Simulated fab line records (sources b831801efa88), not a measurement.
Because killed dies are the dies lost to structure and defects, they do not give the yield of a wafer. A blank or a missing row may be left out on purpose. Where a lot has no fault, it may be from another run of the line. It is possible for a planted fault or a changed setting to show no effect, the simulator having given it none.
Matching of chambers + flow gf180mcu + GF_V2_CMP_26 on cmp-01 has 4 sister chambers
The step polishes, stops on SiO2, t overpolish 15 s, target thk 0 nm. 14 wafers are shown with their chamber, then 7 later ones without.

## WAFERS WITH THEIR CHAMBER
| wafer  | chamber | motor current A (A) | time to endpoint s (s) | edge zone pressure frac |
|--------|---------|---------------------|------------------------|-------------------------|
| L075.3 | 0       | 12.9                | 84                     | 1.001                   |
| L075.4 | 1       | 12.7                | 82                     | 1.005                   |
| L075.5 | 3       | 10.1                | 86                     | 1.003                   |
| L077.1 | 0       | 13.0                | 85                     | 1.002                   |
| L077.3 | 1       | 12.7                | 81                     | 1.009                   |
| L077.6 | 1       | 13.3                | 83                     | 0.999                   |
| L079.3 | 0       | 12.2                | 85                     | 1.005                   |
| L079.5 | 2       | 10.2                | 80                     | 0.991                   |
| L079.6 | 3       | 10.2                | 86                     | 0.997                   |
| L080.1 | 1       | 12.3                | 87                     | 1.002                   |
| L080.2 | 3       | 11.0                | 90                     | 1.002                   |
| L080.3 | 0       | 13.2                | 86                     | 0.992                   |
| L092.1 | 2       | 10.7                | 82                     | 0.997                   |
| L092.2 | 3       | 10.2                | 91                     | 1.005                   |

SIGNATURES (means of the wafers above)
| reading                 | chamber 0 | chamber 1 | chamber 2 | chamber 3 | scatter within a chamber |
|-------------------------|-----------|-----------|-----------|-----------|--------------------------|
| motor current A         | 12.825    | 12.750    | 10.450    | 10.375    | 0.416                    |
| time to endpoint s      | 85.00     | 83.25     | 81.00     | 88.25     | 2.13                     |
| edge zone pressure frac | 1.00000   | 1.00375   | 0.99400   | 1.00175   | 0.00449                  |
Rule: a wafer lies at a distance from a chamber equal to the root of the sum of squares, over the readings, of (its reading less the chamber's mean, divided by the reading's scatter). If the next closest chamber is less than 2 further off than the closest, the wafer can't be placed; otherwise it belongs to the closest. The scatter is the square root of a quotient: the sum, over the shown wafers, of each reading's squared deviation from its chamber's mean, divided by wafers minus chambers.

## WAFERS WITHOUT THEIR CHAMBER
| wafer  | motor current A (A) | time to endpoint s (s) | edge zone pressure frac |
|--------|---------------------|------------------------|-------------------------|
| L092.5 | 9.9                 | 87                     | 1.005                   |
| L096.2 | 10.1                | 80                     | 0.999                   |
| L096.3 | 10.2                | 78                     | 0.993                   |
| L096.4 | 12.5                | 83                     | 0.995                   |
| L097.1 | 10.1                | 79                     | 1.002                   |
| L097.2 | 10.1                | 86                     | 0.998                   |
| L097.6 | 10.5                | 87                     | 0.994                   |

## EACH ONE'S CHAMBER
| wafer  | from the rows above     | in truth                   |
|--------|-------------------------|----------------------------|
| L092.5 | 3                       | 3                          |
| L096.2 | 2                       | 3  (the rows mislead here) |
| L096.3 | 2                       | 2                          |
| L096.4 | can't be placed: 0 or 1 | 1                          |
| L097.1 | 2                       | 2                          |
| L097.2 | can't be placed: 3 or 2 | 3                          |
| L097.6 | can't be placed: 3 or 2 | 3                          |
Placed correctly: 3 of 7. Unplaceable from these rows: 3, with the true chamber sitting among the candidates in 3. Number placed wrongly: 1.
